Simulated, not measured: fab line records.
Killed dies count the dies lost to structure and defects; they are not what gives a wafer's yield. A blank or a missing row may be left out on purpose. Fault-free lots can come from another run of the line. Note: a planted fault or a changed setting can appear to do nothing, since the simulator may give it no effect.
fab line records    flow sky130
[record] lots = 5  wafers = 27
route steps=708 shown METAL3@568 CAP2M@614 METAL4@634 METAL5@674
startH: start of the lot's first displayed wafer, in hours after the record's first day    waitH: hours elapsed since this lot's preceding step    " identical to the entry in the row above    L1.1+2: a single row standing in for several wafers    - no value present, or no start provided    * or withheld: withheld    < > ~ a bound
route shown NAME@n: NAME is a module with steps in the file, n the number in the route of the first one    usual: mean and standard deviation over wafers with no fault    same: alike in all rows    chamber/n: place in a boat    sites: readings site by site    _std_site: the values' standard deviation    _edge_site: the outer-site mean with the inner-site mean subtracted    radiusMm: for every site, how far away it sits from the centre of the wafer    mask NAME#n: copy n    behind: the tool/chamber that last shaped the wafer    hold: why the lot was held/for how many hours/how that ended    device: the transistor (n, p or np) that didn't switch    end of line: the route-end tests of the same wafers    a step without rows: its recipe alone    killed: at the first sort, the dies lost to defects and structure; wafer yield is something else    map: a wafer's dies, marking killed ones x, the rest . and places with no die _
set.NAME: the run value of the setting; set.NAME@STEP: its run value at that earlier step    model.NAME: the simulator's own value behind a step, which no gauge read
lots with deliberately changed settings; one table per step, one row per wafer
[[steps]]
[step SKY_METAL3_METAL_ETCH_18]
[recipe] targetDepthA = 8450  stopOn = SiO2  overEtchFrac = 0.3  timeS = 183.1  chemistry = Cl2/BCl3  resistSidewallDeg = 88  pressureMtorr = 10  icpW = 900  biasW = 48.5  Cl2_flow_sccm = 60  bcl3FlowSccm = 30
[usual] oesProductAu = 0.865/0.0064
lot.wafer  tool         chamber  startH  waitH  set.timeS  oesProductAu  model.KrF-thick_of_METAL3_COAT_08.thkNm
L074.2     rieMetal-03  0        905.57  0.0    183.1      0.864         514.1
L074.3     "            0        "       "      183.1      0.871         519.9
L074.5     "            1        "       "      183.1      0.871         532.6
L076.1     rieMetal-03  0        919.56  0.0    183.1      0.859         518.1
L076.2     "            1        "       "      253.1      0.860         328.7
L076.3     "            0        "       "      253.1      0.839         308.6
L076.4     "            1        "       "      253.1      0.837         326.2
L076.5     "            0        "       "      183.1      0.856         517.6
L076.6     "            1        "       "      183.1      0.867         534.6
L081.1     rieMetal-02  1        974.76  0.0    232.6      0.858         374.8
L081.2     "            1        "       "      232.6      0.860         378.4
L081.3     "            1        "       "      183.1      0.859         526.3
L081.4     "            1        "       "      232.6      0.854         381.2
L081.5     "            1        "       "      183.1      0.863         524.1
L081.6     "            1        "       "      183.1      0.854         524.9
L082.1     rieMetal-02  1        976.01  0.0    183.1      0.869         515.1
L082.2     "            1        "       "      91         1.008         794.7
L082.3     "            1        "       "      91         1.005         798.4
L082.4     "            1        "       "      183.1      0.868         520.1
L082.5     "            1        "       "      183.1      0.862         517.2
L082.6     "            1        "       "      91         0.998         801.1
L085.1     rieMetal-02  1        980.78  0.0    183.1      0.866         520.4
L085.2     "            1        "       "      243.9      0.842         338.8
L085.3     "            1        "       "      243.9      0.848         331.8
L085.4     "            1        "       "      183.1      0.869         516.3
L085.5     "            1        "       "      183.1      0.872         517.4
L085.6     "            1        "       "      243.9      0.840         330
[step SKY_METAL3_STRIP_19]
[recipe] chemistry = O2/N2  powerW = 1400  pressureMtorr = 1500  platenTempC = withheld  o2FlowSccm = 3000  n2FlowSccm = 300  overashFraction = 0.5
[usual] oesProductAu = 0.502/0.0058  stripTimeToEndpointS = 6.52/0.082
lot.wafer  tool            chamber  startH  waitH  set.timeS@METAL3_METAL_ETCH_18  oesProductAu  stripTimeToEndpointS
L074.2     plasmaAsher-04  1        905.75  0.1    183.1                           0.496         6.41
L074.3     "               1        "       "      183.1                           0.490         6.46
L074.5     "               1        "       "      183.1                           0.503         6.59
L076.1     plasmaAsher-01  0        919.73  0.1    183.1                           0.497         6.43
L076.2     "               1        "       "      253.1                           0.418         4.52
L076.3     "               1        "       "      253.1                           0.404         4.29
L076.4     "               0        "       "      253.1                           0.417         4.48
L076.5     "               0        "       "      183.1                           0.498         6.43
L076.6     "               1        "       "      183.1                           0.512         6.61
L081.1     plasmaAsher-04  1        975.11  0.3    232.6                           0.430         5.01
L081.2     "               0        "       "      232.6                           0.439         5.02
L081.3     "               1        "       "      183.1                           0.500         6.52
L081.4     "               0        "       "      232.6                           0.440         5.06
L081.5     "               1        "       "      183.1                           0.507         6.51
L081.6     "               0        "       "      183.1                           0.502         6.51
L082.1     plasmaAsher-04  0        976.36  0.3    183.1                           0.509         6.40
L082.2     "               1        "       "      91                              0.605         9.16
L082.3     "               1        "       "      91                              0.610         9.21
L082.4     "               0        "       "      183.1                           0.499         6.47
L082.5     "               1        "       "      183.1                           0.494         6.44
L082.6     "               0        "       "      91                              0.620         9.22
L085.1     plasmaAsher-01  1        981.13  0.3    183.1                           0.503         6.47
L085.2     "               0        "       "      243.9                           0.420         4.60
L085.3     "               0        "       "      243.9                           0.428         4.55
L085.4     "               1        "       "      183.1                           0.503         6.42
L085.5     "               0        "       "      183.1                           0.498         6.45
L085.6     "               1        "       "      243.9                           0.418         4.51
[step SKY_CAP2M_DEVELOP_11]
[recipe] resist = NOVOLAK  developer = TMAH  developTimeS = 60  devTempC = 23
lot.wafer         tool           chamber  startH   waitH  set.developTimeS
L074.2+3+5        lithoTrack-04  0        957.61   0.1    60
L076.1+2+3+4+5+6  lithoTrack-02  0        970.60   0.1    60
L081.1+2+6        lithoTrack-01  0        1025.37  0.1    74.55
L081.3+4+5        "              0        "        "      60
L082.1+3+5        lithoTrack-04  0        1026.39  0.1    47.37
L082.2+4+6        "              0        "        "      60
L085.1+2+3+4+5+6  lithoTrack-02  0        1031.70  0.1    60
[step SKY_CAP2M_METAL_ETCH_13]
[recipe] targetDepthNm = 220  stopOn = SiO2  chemistry = Cl2/BCl3  target = TiN  pressureMtorr = 10  icpW = 900  biasW = 48.5  Cl2_flow_sccm = 60  bcl3FlowSccm = 30  timeS = 62.9
lot.wafer   tool         chamber  startH   waitH  set.developTimeS@CAP2M_DEVELOP_11  model.CAP2M.cdNm
L074.2+5    rieMetal-04  0,1      957.77   0.0    60                                 1001
L074.3      "            0        "        "      60                                 1002
L076.1+3    rieMetal-04  1,0      970.79   0.0    60                                 1003
L076.2+4+6  "            0,1,1    "        "      60                                 1002
L076.5      "            0        "        "      60                                 1004
L081.1      rieMetal-01  0        1025.56  0.0    74.55                              977.2
L081.2      "            1        "        "      74.55                              980.8
L081.3      "            1        "        "      60                                 998.8
L081.4+5    "            0        "        "      60                                 1000
L081.6      "            1        "        "      74.55                              980.1
L082.1+5    rieMetal-04  1,0      1026.57  0.0    47.37                              1024
L082.2      "            0        "        "      60                                 1001
L082.3      "            1        "        "      47.37                              1023
L082.4      "            0        "        "      60                                 999.8
L082.6      "            1        "        "      60                                 1002
L085.1      rieMetal-03  0        1031.89  0.0    60                                 995.6
L085.2      "            1        "        "      60                                 995.9
L085.3      "            0        "        "      60                                 995.3
L085.4      "            1        "        "      60                                 998.4
L085.5      "            0        "        "      60                                 997.3
L085.6      "            1        "        "      60                                 995.1
[step SKY_METAL4_METAL_ETCH_18]
[recipe] targetDepthA = 8450  stopOn = SiO2  overEtchFrac = 0.3  timeS = 183.1  chemistry = Cl2/BCl3  resistSidewallDeg = 88  pressureMtorr = 10  icpW = 900  biasW = 48.5  Cl2_flow_sccm = 60  bcl3FlowSccm = 30
lot.wafer  tool         chamber  startH   waitH  set.timeS  model.KrF-thick_of_METAL4_COAT_08.thkNm  model.METAL4.cdNm  model.SiO2_of_VIA3_HDPCVD_00.thkNm
L074.2     rieMetal-01  1        982.46   0.0    183.1      508.8                                    295.8              434.7
L074.3     "            1        "        "      183.1      512.4                                    298.2              436.2
L074.5     "            0        "        "      183.1      521.2                                    292.4              435.1
L076.1     rieMetal-04  1        995.41   0.0    183.1      530.3                                    299.6              434.2
L076.2     "            0        "        "      183.1      522.3                                    302.5              436.1
L076.3     "            1        "        "      183.1      520.7                                    297.6              436.6
L076.4     "            0        "        "      183.1      527.1                                    300.2              435.4
L076.5     "            0        "        "      183.1      532.1                                    304.4              434.6
L076.6     "            1        "        "      183.1      527.1                                    297.3              435.2
L081.1     rieMetal-01  0        1050.33  0.0    183.1      529.9                                    298.1              437
L081.2     "            1        "        "      276.4      236.3                                    266.9              424.4
L081.3     "            1        "        "      183.1      514.4                                    299.4              434.9
L081.4     "            0        "        "      183.1      537.5                                    296.5              435.9
L081.5     "            1        "        "      276.4      228                                      266.8              423.9
L081.6     "            0        "        "      276.4      248.8                                    261.5              422.4
L082.1     rieMetal-01  1        1051.19  0.0    183.1      517.9                                    293.9              434.1
L082.2     "            0        "        "      183.1      530.6                                    293.8              437.1
L082.3     "            1        "        "      228.3      378.3                                    283.6              430.8
L082.4     "            0        "        "      183.1      528.3                                    293.9              435.8
L082.5     "            1        "        "      228.3      376.4                                    283.4              430.1
L082.6     "            0        "        "      228.3      396.5                                    281.9              431.1
L085.1     rieMetal-02  0        1056.06  0.0    183.1      537.8                                    294.5              436.1
L085.2     "            1        "        "      183.1      534.3                                    296.1              436.1
L085.3     "            1        "        "      183.1      531.9                                    293.7              435.6
L085.4     "            0        "        "      183.1      533.6                                    297.3              434.5
L085.5     "            1        "        "      183.1      530.7                                    291.7              436
L085.6     "            0        "        "      183.1      533.6                                    299.2              434.8
[step SKY_METAL4_STRIP_19]
[recipe] chemistry = O2/N2  powerW = 1400  pressureMtorr = 1500  platenTempC = withheld  o2FlowSccm = 3000  n2FlowSccm = 300  overashFraction = 0.5
[usual] oesProductAu = 0.502/0.006  stripTimeToEndpointS = 6.52/0.078
lot.wafer  tool            chamber  startH   waitH  set.timeS@METAL4_METAL_ETCH_18  oesProductAu  stripTimeToEndpointS
L074.2     plasmaAsher-04  0        982.63   0.1    183.1                           0.493         6.37
L074.3     "               0        "        "      183.1                           0.488         6.38
L074.5     "               1        "        "      183.1                           0.500         6.49
L076.1     plasmaAsher-04  0        995.59   0.1    183.1                           0.506         6.55
L076.2     "               1        "        "      183.1                           0.501         6.49
L076.3     "               0        "        "      183.1                           0.500         6.46
L076.4     "               1        "        "      183.1                           0.509         6.52
L076.5     "               0        "        "      183.1                           0.506         6.61
L076.6     "               1        "        "      183.1                           0.508         6.53
L081.1     plasmaAsher-04  0        1050.51  0.1    183.1                           0.505         6.56
L081.2     "               1        "        "      276.4                           0.371         3.54
L081.3     "               0        "        "      183.1                           0.497         6.41
L081.4     "               1        "        "      183.1                           0.513         6.63
L081.5     "               1        "        "      276.4                           0.370         3.44
L081.6     "               0        "        "      276.4                           0.390         3.68
L082.1     plasmaAsher-02  0        1051.37  0.1    183.1                           0.502         6.44
L082.2     "               1        "        "      183.1                           0.510         6.57
L082.3     "               1        "        "      228.3                           0.438         5.03
L082.4     "               0        "        "      183.1                           0.497         6.55
L082.5     "               0        "        "      228.3                           0.439         5.03
L082.6     "               1        "        "      228.3                           0.453         5.22
L085.1     plasmaAsher-03  1        1056.24  0.1    183.1                           0.513         6.62
L085.2     "               0        "        "      183.1                           0.512         6.61
L085.3     "               1        "        "      183.1                           0.507         6.59
L085.4     "               0        "        "      183.1                           0.513         6.61
L085.5     "               1        "        "      183.1                           0.506         6.57
L085.6     "               0        "        "      183.1                           0.503         6.60
[step SKY_METAL5_DEVELOP_13]
[recipe] resist = NOVOLAK  developer = TMAH  developTimeS = 60  devTempC = 23
lot.wafer         tool           chamber  startH   waitH  set.developTimeS
L074.2+3+5        lithoTrack-04  0        1033.26  0.1    60
L076.1+2+4        lithoTrack-01  0        1045.02  0.1    43.21
L076.3+5+6        "              0        "        "      60
L081.1+3+6        lithoTrack-04  0        1094.14  0.1    60
L081.2+4+5        "              0        "        "      40.21
L082.1+2+3+4+5+6  lithoTrack-04  0        1096.59  0.1    60
L085.1+2+3+4+5+6  lithoTrack-01  0        1101.07  0.1    60
[step SKY_METAL5_DESCUM_14]
[recipe] chemistry = O2  sourcePowerW = 150  biasPowerW = 0  pressureMtorr = 10  tempC = 40  timeS = 11
lot.wafer  tool         chamber  startH   waitH  set.developTimeS@METAL5_DEVELOP_13  model.METAL5.cdNm
L074.2+5   rieMetal-04  0        1033.39  0.1    60                                  1601
L074.3     "            0        "        "      60                                  1599
L076.1+4   rieMetal-02  0        1045.17  0.1    43.21                               1634
L076.2     "            1        "        "      43.21                               1633
L076.3     "            1        "        "      60                                  1601
L076.5     "            1        "        "      60                                  1597
L076.6     "            0        "        "      60                                  1599
L081.1     rieMetal-02  0        1094.29  0.1    60                                  1596
L081.2     "            1        "        "      40.21                               1643
L081.3+6   "            1        "        "      60                                  1597
L081.4     "            0        "        "      40.21                               1641
L081.5     "            0        "        "      40.21                               1640
L082.1     rieMetal-04  0        1096.74  0.1    60                                  1597
L082.2     "            1        "        "      60                                  1595
L082.3     "            1        "        "      60                                  1594
L082.4+6   "            0        "        "      60                                  1596
L082.5     "            1        "        "      60                                  1598
L085.1     rieMetal-03  0        1101.22  0.1    60                                  1600
L085.2     "            1        "        "      60                                  1599
L085.3+6   "            1        "        "      60                                  1602
L085.4+5   "            0        "        "      60                                  1601
[[key]]
[split] step = SKY_METAL3_METAL_ETCH_18  setting = timeS  stated = 183.1  by = wafer
[response] step = SKY_METAL3_METAL_ETCH_18  reading = oesProductAu  shape = bent  atLowest = 1.003  atStated = 0.865  atHighest = 0.845
[response] step = SKY_METAL3_METAL_ETCH_18  reading = model.KrF-thick_of_METAL3_COAT_08.thkNm  change = -5.48  per = 1%  r = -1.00
[response] step = SKY_METAL3_STRIP_19  reading = oesProductAu  change = -0.00231  per = 1%  r = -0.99
[response] step = SKY_METAL3_STRIP_19  reading = stripTimeToEndpointS  change = *  per = 1%  r = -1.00
[split] step = SKY_CAP2M_DEVELOP_11  setting = developTimeS  stated = 60  by = wafer
[response] step = SKY_CAP2M_METAL_ETCH_13  reading = model.CAP2M.cdNm  change = -0.951  per = 1%  r = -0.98
[split] step = SKY_METAL4_METAL_ETCH_18  setting = timeS  stated = 183.1  by = wafer
[response] step = SKY_METAL4_METAL_ETCH_18  reading = model.KrF-thick_of_METAL4_COAT_08.thkNm  change = -5.69  per = 1%  r = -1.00
[response] step = SKY_METAL4_METAL_ETCH_18  reading = model.METAL4.cdNm  change = -0.608  per = 1%  r = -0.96
[response] step = SKY_METAL4_METAL_ETCH_18  reading = model.SiO2_of_VIA3_HDPCVD_00.thkNm  change = -0.235  per = 1%  r = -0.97
[response] step = SKY_METAL4_STRIP_19  reading = oesProductAu  change = -0.00249  per = 1%  r = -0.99
[response] step = SKY_METAL4_STRIP_19  reading = stripTimeToEndpointS  change = *  per = 1%  r = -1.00
[split] step = SKY_METAL5_DEVELOP_13  setting = developTimeS  stated = 60  by = wafer
[response] step = SKY_METAL5_DESCUM_14  reading = model.METAL5.cdNm  change = -1.3  per = 1%  r = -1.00
